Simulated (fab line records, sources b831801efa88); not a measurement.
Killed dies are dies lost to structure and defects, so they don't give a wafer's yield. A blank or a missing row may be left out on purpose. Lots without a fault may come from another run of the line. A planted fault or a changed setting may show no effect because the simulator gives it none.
Which tool did it? | flow gf180mcu | 14 lots, 42 wafers sampled, at 2 steps of a route of 602

WHAT THE GAUGES READ, wafer by wafer
GF_PSD_CD_MEAS_07: target cd 400 nm.
lot  | measured     | on        | cd_nm (nm)
L488 | day 14 12:38 | cd_sem-01 | 402.3 401.8 403.3
L490 | day 15 04:25 | cd_sem-02 | 398.4 399.6 398.8
L491 | day 15 11:23 | cd_sem-02 | 399.5 400.7 400.0
L492 | day 15 21:17 | cd_sem-02 | 399.8 400.7 400.3
L493 | day 16 11:14 | cd_sem-02 | 396.6 397.3 396.8
L494 | day 16 18:35 | cd_sem-02 | 397.6 397.7 397.4
L495 | day 16 22:32 | cd_sem-02 | 398.7 396.6 399.7
L497 | day 17 16:13 | cd_sem-01 | 399.4 394.9 397.6
L499 | day 18 11:41 | cd_sem-02 | 400.8 400.7 399.3
L500 | day 18 15:59 | cd_sem-02 | 401.1 401.5 403.5
L501 | day 19 03:35 | cd_sem-01 | 398.7 399.9 397.4
L508 | day 21 05:26 | cd_sem-01 | 398.1 397.5 397.6
L509 | day 21 15:02 | cd_sem-02 | 400.4 399.7 399.9
L510 | day 21 19:45 | cd_sem-02 | 397.4 396.8 399.7

GF_PSD_TW_MEAS_11.
lot  | measured     | on            | PSD_TW
L488 | day 14 13:02 | film_metro-04 | 3121 3121 3123
L490 | day 15 04:48 | film_metro-03 | 3185 3182 3179
L491 | day 15 11:47 | film_metro-03 | 3173 3221 3183
L492 | day 15 21:41 | film_metro-03 | 3177 3190 3165
L493 | day 16 11:38 | film_metro-03 | 3160 3154 3162
L494 | day 16 18:59 | film_metro-02 | 3187 3196 3197
L495 | day 16 22:54 | film_metro-02 | 3195 3189 3185
L497 | day 17 16:36 | film_metro-03 | 3186 3186 3189
L499 | day 18 12:05 | film_metro-04 | 3185 3174 3182
L500 | day 18 16:23 | film_metro-02 | 3203 3203 3216
L501 | day 19 03:59 | film_metro-03 | 3205 3215 3209
L508 | day 21 05:50 | film_metro-02 | 3173 3174 3189
L509 | day 21 15:26 | film_metro-02 | 3182 3181 3171
L510 | day 21 20:07 | film_metro-02 | 3191 3189 3198

WHICH TOOL RAN EACH LOT (tool, then ch and the chambers of the sampled wafers, then the start)
The record holds no process step before these readings.

WHAT THE TOOLS THEMSELVES READ (means of the sampled wafers that have a number; where no wafer has one, the mark that the record gives instead)
The record holds no such reading with a usual standard deviation.

THE ANSWER, worked out from the rows above alone
Rule: what is usual is taken from the lots themselves. Put in order of their means at a reading, lots are off if they are a third of the lots or fewer, leave a main group of 4 or more, and stand apart from it by a gap of 3 or more times the standard deviation of the main group's means; of several such gaps the widest counts. A main group whose means are all the same, to the digits that the tables above print for the reading, isn't used. A lot without any number at a reading at which 4 lots or more have one is off too. The other lots that the step has rows for count as sound. The gauges are gone through in route order, then the tools' own readings, and for those a lot's mean is taken as printed above. The first step at which some lot is off is used, and at that step the reading that is off furthest; a lot without a number counts as furthest.
No lot is off at any reading shown: from this, nothing can be told.

WHAT THE SIMULATOR HAD PUT IN
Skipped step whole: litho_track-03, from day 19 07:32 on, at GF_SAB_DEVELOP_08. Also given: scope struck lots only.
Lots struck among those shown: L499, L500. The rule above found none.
